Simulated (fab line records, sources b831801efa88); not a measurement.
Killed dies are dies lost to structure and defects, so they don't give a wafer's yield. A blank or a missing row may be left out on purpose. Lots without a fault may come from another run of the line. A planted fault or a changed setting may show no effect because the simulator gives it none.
fab line records | flow sky130
record lots=6 wafers=18 last_day=51
route steps=708 shown CONTACT@418 PAD_OPEN@708
lots that met no fault: from a run of the same line without faults
start_h: hours from the record's first day to the start of the lot's first wafer shown | wait_h: hours since the lot's step before | " the same as in the row above | L1.1+2: a row that stands for several wafers | - no value, or no start given | * or withheld: withheld | < > ~ a bound
route shown NAME@n: a module of which the file shows steps, and the number in the route of the first | usual: mean/standard deviation of fault-free wafers | same: alike in all rows | chamber/n: place in a boat | sites: the reading at each site | _std_site: their standard deviation | _edge_site: outer sites' mean less inner sites' | radius_mm: how far each site lies from the wafer's centre | mask NAME#n: copy n | behind: the tool/chamber that last shaped the wafer | hold: why the lot was held/for how many hours/how that ended | device: the transistor (n, p or np) that didn't switch | end of line: the same wafers' tests at the end of the route | a step without rows: its recipe alone | killed: dies lost to structure and defects at the first sort, not the wafer's yield | map: a wafer's dies, x killed, . not, _ none there
set.NAME: the setting as run; set.NAME@STEP: as run at that earlier step | model.NAME: the simulator's own value behind a step, which no gauge read
lots at some steps of the route; a table a step, a row a wafer
services: from which hour (start_h, from the record's first day; less than 0 if before it) a tool's chamber was out of use, for how many hours, and why
## steps
# step SKY_CONTACT_PEB_12
# recipe peb_temp_c=withheld peb_time_s=withheld resist=KrF-thick
# step SKY_CONTACT_DEVELOP_13
# recipe develop_time_s=60 resist=KrF-thick dev_temp_c=21
# step SKY_CONTACT_CD_MEAS_14
# recipe target_cd_nm=170
# usual cd_nm=169.6/1.5
# columns lot.wafer tool chamber start_h wait_h cd_nm
L198.2 cd_sem-02 - 761.44 - 166.9
L198.3 " - " " 167.7
L198.6 " - " " 168.6
L199.2 cd_sem-01 - 764.84 - 169.3
L199.3 " - " " 168.2
L199.6 " - " " 167.7
L212.2 cd_sem-02 - 863.42 - 171.3
L212.3 " - " " 170.5
L212.5 " - " " 170.8
L213.1 cd_sem-02 - 871.05 - 170.2
L213.2 " - " " 171.2
L213.4 " - " " 171.4
L214.1 cd_sem-01 - 889.41 - 167.2
L214.4 " - " " 167.4
L214.5 " - " " 167.9
L220.1 cd_sem-02 - 919.73 - 169.1
L220.2 " - " " 171.6
L220.3 " - " " 168.0
# step SKY_CONTACT_OVL_MEAS_15
# usual CONTACT_OVL=-3/4.9
# columns lot.wafer tool chamber start_h wait_h CONTACT_OVL[nm]
L198.2 overlay-01 - 761.55 0.1 -5
L198.3 " - " " -8
L198.6 " - " " -8
L199.2 overlay-01 - 764.95 0.1 -5
L199.3 " - " " 1
L199.6 " - " " -11
L212.2 overlay-01 - 863.52 0.1 7
L212.3 " - " " 2
L212.5 " - " " 4
L213.1 overlay-02 - 871.17 0.1 -7
L213.2 " - " " -15
L213.4 " - " " -12
L214.1 overlay-02 - 889.53 0.1 -6
L214.4 " - " " -3
L214.5 " - " " -6
L220.1 overlay-01 - 919.85 0.1 7
L220.2 " - " " 3
L220.3 " - " " 0
# step SKY_CONTACT_ETCH_16
# recipe chemistry=N2/H2 target=BARC ion_energy_ev=200 source_w=500 bias_w=100 pressure_mtorr=30 n2_flow_sccm=100 h2_flow_sccm=200 stop_on=SiO2 time_s=45.9 target_depth_a=600
# usual drypump_motor_current_A=5.7/0.42 oes_product_au=0.855/0.0045 throttle_valve_pct=13.225/0.0093
# columns lot.wafer tool chamber start_h wait_h drypump_motor_current_A oes_product_au rf_hours_counter_h throttle_valve_pct
L198.2 rie_diel-03 2 761.58 0.0 6.4 0.851 24 13.227
L198.3 " 3 " " 5.8 0.856 4 13.230
L198.6 " 3 " " 5.8 0.853 - 13.221
L199.2 rie_diel-01 2 764.98 0.0 6.4 0.858 30 13.222
L199.3 " 1 " " 5.1 0.859 10 13.231
L199.6 " 0 " " 6.0 0.853 - 13.219
L212.2 rie_diel-02 2 863.55 0.0 4.9 0.851 15 13.240
L212.3 " 3 " " 5.8 0.855 25 13.226
L212.5 " 1 " " 5.5 0.853 - 13.227
L213.1 rie_diel-01 2 871.20 0.0 6.5 0.849 1 13.230
L213.2 " 0 " " 6.0 0.855 12 13.225
L213.4 " 1 " " 5.1 0.853 - 13.208
L214.1 rie_diel-03 3 889.57 0.0 5.8 0.856 8 13.225
L214.4 " 2 " " 6.4 0.855 29 13.236
L214.5 " 2 " " 6.4 0.862 - 13.222
L220.1 rie_diel-03 0 919.89 0.0 5.7 0.850 27 13.229
L220.2 " 3 " " 5.8 0.852 9 13.231
L220.3 " 1 " " 5.5 0.858 14 13.225
# step SKY_CONTACT_ETCH_17
# recipe target=SiO2 chemistry=C4F8/O2/Ar stop_on=Si3N4 mask_material=KrF-thick source_w=1500 bias_w=1200 pressure_mtorr=40 c4f8_flow_sccm=withheld O2_flow_sccm=6 Ar_flow_sccm=300 time_s=withheld target_depth_a=3400
# usual oes_product_au=0.892/0.0053
# columns lot.wafer tool chamber start_h wait_h oes_product_au
L198.2 rie_diel-03 2 761.62 0.0 0.887
L198.3 " 3 " " 0.887
L198.6 " 3 " " 0.893
L199.2 rie_diel-01 2 765.02 0.0 0.893
L199.3 " 1 " " 0.891
L199.6 " 0 " " 0.892
L212.2 rie_diel-02 2 863.60 0.0 0.897
L212.3 " 3 " " 0.882
L212.5 " 1 " " 0.886
L213.1 rie_diel-01 2 871.24 0.0 0.889
L213.2 " 0 " " 0.895
L213.4 " 1 " " 0.894
L214.1 rie_diel-03 3 889.61 0.0 0.892
L214.4 " 2 " " 0.891
L214.5 " 2 " " 0.889
L220.1 rie_diel-03 0 919.93 0.0 0.899
L220.2 " 3 " " 0.879
L220.3 " 1 " " 0.889
# step SKY_CONTACT_ETCH_18
# recipe target=Si3N4 chemistry=CHF3/O2 stop_on=TiN source_w=600 bias_w=200 pressure_mtorr=40 chf3_flow_sccm=50 O2_flow_sccm=5 time_s=39 target_depth_a=750
# usual O2_flow_sccm=5.002/0.017 drypump_motor_current_A=5.7/0.43 oes_product_au=0.855/0.0084 throttle_valve_pct=8.794/0.0093
# columns lot.wafer tool chamber start_h wait_h O2_flow_sccm drypump_motor_current_A oes_product_au rf_hours_counter_h throttle_valve_pct
L198.2 rie_diel-03 2 - - 4.970 6.4 0.855 24 8.793
L198.3 " 3 " " 5.042 5.8 0.866 4 8.785
L198.6 " 3 " " 5.019 5.8 0.873 - 8.792
L199.2 rie_diel-01 2 - - 4.997 6.4 0.863 30 8.806
L199.3 " 1 " " 5.012 5.0 0.865 10 8.810
L199.6 " 0 " " 4.978 6.1 0.858 - 8.789
L212.2 rie_diel-02 2 - - 4.997 4.9 0.858 15 8.772
L212.3 " 3 " " 4.982 5.8 0.853 25 8.791
L212.5 " 1 " " 5.008 5.5 0.855 - 8.801
L213.1 rie_diel-01 2 - - 5.013 6.5 0.859 1 8.803
L213.2 " 0 " " 5.008 5.9 0.847 12 8.805
L213.4 " 1 " " 5.015 5.1 0.858 - 8.799
L214.1 rie_diel-03 3 - - 5.020 5.8 0.842 8 8.791
L214.4 " 2 " " 5.013 6.4 0.846 29 8.792
L214.5 " 2 " " 5.022 6.4 0.852 - 8.802
L220.1 rie_diel-03 0 - - 5.039 5.7 0.850 27 8.784
L220.2 " 3 " " 4.974 5.8 0.843 9 8.814
L220.3 " 1 " " 4.993 5.5 0.856 14 8.785
# step SKY_CONTACT_STRIP_19
# recipe chemistry=O2/N2 power_w=1400 pressure_mtorr=1500 platen_temp_c=withheld o2_flow_sccm=3000 n2_flow_sccm=300 overash_fraction=0.5
# usual drypump_motor_current_A=6.0/0.48 oes_product_au=0.381/0.0047 strip_time_to_endpoint_s=3.616/0.027
# columns lot.wafer tool chamber start_h wait_h drypump_motor_current_A oes_product_au rf_hours_counter_h strip_time_to_endpoint_s
L198.2 plasma_asher-01 0 761.71 - 6.4 0.386 66 3.653
L198.3 " 0 " " 6.4 0.379 - 3.570
L198.6 " 0 " " 6.4 0.379 - 3.575
L199.2 plasma_asher-01 1 765.11 - 6.5 0.387 66 3.577
L199.3 " 0 " " 6.4 0.380 - 3.576
L199.6 " 1 " " 6.5 0.372 - 3.568
L212.2 plasma_asher-01 0 863.69 - 6.4 0.387 76 3.630
L212.3 " 0 " " 6.4 0.381 - 3.611
L212.5 " 0 " " 6.4 0.374 - 3.611
L213.1 plasma_asher-02 0 871.34 - 5.4 0.380 42 3.631
L213.2 " 1 " " 5.4 0.385 42 3.608
L213.4 " 1 " " 5.4 0.384 - 3.636
L214.1 plasma_asher-02 0 889.70 - 5.5 0.382 43 3.602
L214.4 " 1 " " 5.4 0.385 - 3.632
L214.5 " 0 " " 5.4 0.373 - 3.641
L220.1 plasma_asher-04 1 920.02 - 5.6 0.382 19 3.626
L220.2 " 0 " " 5.6 0.377 19 3.640
L220.3 " 1 " " 5.6 0.384 - 3.636
# step SKY_CONTACT_STRIP_20
# recipe chemistry=post_etch_residue_remover time_s=1200 temp_c=72.5
# step SKY_CONTACT_CLEAN_21
# recipe chemistry=IPA time_s=180 temp_c=25
# step SKY_CONTACT_CLEAN_22
# recipe chemistry=O3/DIW dry=n2_spin
# step SKY_CONTACT_SPUTTER_23
# recipe material=TiN target_thk_nm=20 chamber_pressure_pa=5 power_w=4000 time_s=80
# usual throttle_valve_pct=29.6/1.2
# columns lot.wafer tool chamber start_h wait_h throttle_valve_pct
L198.2 pvd_sputter-03 - 762.31 0.0 31.3
L198.3 " - " " 27.6
L198.6 " - " " 28.4
L199.2 pvd_sputter-04 - 765.71 0.0 30.6
L199.3 " - " " 29.8
L199.6 " - " " 30.3
L212.2 pvd_sputter-01 - 864.28 0.0 29.9
L212.3 " - " " 31.1
L212.5 " - " " 28.6
L213.1 pvd_sputter-03 - 871.93 0.0 31.4
L213.2 " - " " 29.9
L213.4 " - " " 28.4
L214.1 pvd_sputter-03 - 890.30 0.0 28.4
L214.4 " - " " 27.6
L214.5 " - " " 31.5
L220.1 pvd_sputter-01 - 920.61 0.0 31.1
L220.2 " - " " 29.0
L220.3 " - " " 30.3
# step SKY_CONTACT_CVD_24
# recipe material=W target_thk_nm=340 time_s=102.12 temp_c=400 pressure_torr=40
# usual chamber_pressure_Torr=40.00/0.099 heater_power_outer_w=499/43 heater_power_w=805/35
# columns lot.wafer tool chamber start_h wait_h chamber_pressure_Torr heater_power_outer_w heater_power_w model.W_of_CONTACT_CVD_24.thk_nm
L198.2 cvd_w-01 0 762.37 0.0 40.03 511 802 335.2
L198.3 " 0 " " 40.06 502 804 338.3
L198.6 " 0 " " 39.96 502 816 335.8
L199.2 cvd_w-02 0 765.77 0.0 39.90 491 801 338.6
L199.3 " 1 " " 40.07 441 747 358.5
L199.6 " 0 " " 39.97 492 808 339
L212.2 cvd_w-02 1 864.34 0.0 36.08 458 772 335.8
L212.3 " 1 " " 36.00 460 777 338.6
L212.5 " 1 " " 36.06 449 774 335.6
L213.1 cvd_w-02 1 871.99 0.0 35.85 450 759 333.3
L213.2 " 0 " " 36.03 484 794 319.5
L213.4 " 1 " " 35.95 463 756 335.7
L214.1 cvd_w-01 1 890.36 0.0 39.94 566 869 337.2
L214.4 " 0 " " 39.95 517 813 339.9
L214.5 " 1 " " 40.16 570 848 339.7
L220.1 cvd_w-01 1 920.67 0.0 39.73 562 841 334.9
L220.2 " 0 " " 39.97 502 808 334.8
L220.3 " 1 " " 39.85 563 844 337.6
# step SKY_CONTACT_RS_MEAS_25
# recipe thk_meas_gauge=four-point-probe reads=W_of_CONTACT_CVD_24+TiN_of_CONTACT_SPUTTER_23
# usual CONTACT_W_RS=0.335/0.0076
# columns lot.wafer tool chamber start_h wait_h CONTACT_W_RS[ohm/sq]
L198.2 film_metro-01 - 762.50 0.1 0.343
L198.3 " - " " 0.340
L198.6 " - " " 0.343
L199.2 film_metro-03 - 765.90 0.1 0.339
L199.3 " - " " 0.321
L199.6 " - " " 0.339
L212.2 film_metro-03 - 864.47 0.1 0.341
L212.3 " - " " 0.339
L212.5 " - " " 0.342
L213.1 film_metro-03 - 872.10 0.1 0.345
L213.2 " - " " 0.359
L213.4 " - " " 0.341
L214.1 film_metro-03 - 890.47 0.1 0.341
L214.4 " - " " 0.337
L214.5 " - " " 0.339
L220.1 film_metro-02 - 920.78 0.1 0.343
L220.2 " - " " 0.343
L220.3 " - " " 0.341
# step SKY_PAD_OPEN_PROBE_99
# usual killed_at_M0_to_M3=43/6.6 killed_at_M4_up=3.1/1.9 killed_at_contacts=24/5.2 killed_at_front_end=16/4.5 killed_at_other=0.4/0.62 killed_dies=87/9 killed_on_rim=17/3.7 killed_open=48/7 killed_short=39/6.2
# same gross_dies=492 killed_at_back_side=0
# columns lot.wafer tool chamber start_h wait_h killed_at_M0_to_M3 killed_at_M4_up killed_at_contacts killed_at_front_end killed_at_other killed_dies killed_on_rim killed_open killed_short
L212.2 prober-01 - 1178.28 0.1 47 2 34 15 0 98 15 46 51
L212.3 prober-01 - 1178.33 0.2 35 2 35 18 0 90 22 50 40
L212.5 prober-01 - 1178.43 0.2 55 4 38 18 2 117 27 65 51
# killed by level:class
L212.2 CONTACT:geometric_particle:open=13 VIA1:geometric_particle:open=9 METAL1:geometric_particle:short=8 LI_CONTACT:geometric_particle:short=7 LI_CONTACT:geometric_particle:open=7 METAL2:geometric_particle:short=7 VIA2:geometric_particle:open=7 CONTACT:geometric_particle:short=5
L212.3 VIA1:geometric_particle:open=13 CONTACT:geometric_particle:open=10 CONTACT:geometric_particle:short=10 LI_CONTACT:geometric_particle:open=9 VIA3:geometric_particle:open=6 VIA1:geometric_particle:short=5 FIELD_ISO:geometric_particle:open=4 POLY_GATE:geometric_particle:open=4
L212.5 VIA1:geometric_particle:open=17 CONTACT:geometric_particle:open=15 LI_CONTACT:geometric_particle:open=9 METAL2:geometric_particle:short=8 VIA2:geometric_particle:open=7 POLY_GATE:geometric_particle:open=6 CONTACT:geometric_particle:short=6 LOCAL_INTERCONNECT:geometric_particle:short=4
## services
# columns tool chamber start_h hours kind
plasma_asher-01 - 769.49 1.9 repair
rie_diel-01 2 773.41 15.3 repair
plasma_asher-01 - 785.53 2.8 pm
pvd_sputter-04 - 794.38 2.2 repair
rie_diel-03 3 806.12 5.0 repair
rie_diel-01 3 810.42 - clean
cvd_w-02 - 810.75 6.9 pm
pvd_sputter-01 - 815.64 29.9 repair
rie_diel-03 1 831.31 5.2 repair
rie_diel-02 - 834.16 2.8 pm
rie_diel-03 1 839.52 13.1 repair
rie_diel-02 0 845.38 17.4 repair
cvd_w-02 - 851.18 1.1 repair
rie_diel-03 - 853.39 0.6 repair
rie_diel-03 1 868.16 4.5 repair
rie_diel-01 3 871.08 19.1 repair
pvd_sputter-04 - 887.49 4.1 repair
plasma_asher-04 - 887.83 0.8 repair
cvd_w-02 - 890.42 2.9 repair
rie_diel-01 0 896.23 9.7 repair
cvd_w-01 - 904.00 14.0 pm
plasma_asher-04 - 910.53 2.4 repair
cvd_w-01 - 911.56 1.4 repair
rie_diel-03 2 917.48 22.3 repair
## key
first_sign step=SKY_CONTACT_CVD_24 reading=chamber_pressure_Torr direction=down sigmas=40 usual=40.00 struck=36.00
effect none on later readings
model_effect step=SKY_CONTACT_CVD_24 value=W_of_CONTACT_CVD_24.thk_nm without=350.6 struck=333.1
met_at SKY_CONTACT_CVD_24
struck_wafers L212.2,L212.3,L212.5,L213.1,L213.2,L213.4
tester_left_out L212,L213
onset_between 765.77 864.34
fault kind=process_parameter_drift tool=cvd_w-02 chamber=- onset_h=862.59 steps=SKY_CONTACT_CVD_24 channel=pressure_torr offset=-3.929 shape=step end_h=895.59 acts_in=these_recipes_only stated=40
# tester_left_out: of these lots the tester's yield and bins aren't shown, on N5 and GAA mostly nor the transistor test; their killed dies are dies lost to structure and defects alone, not to doping, threshold or leakage, so they don't give the yield
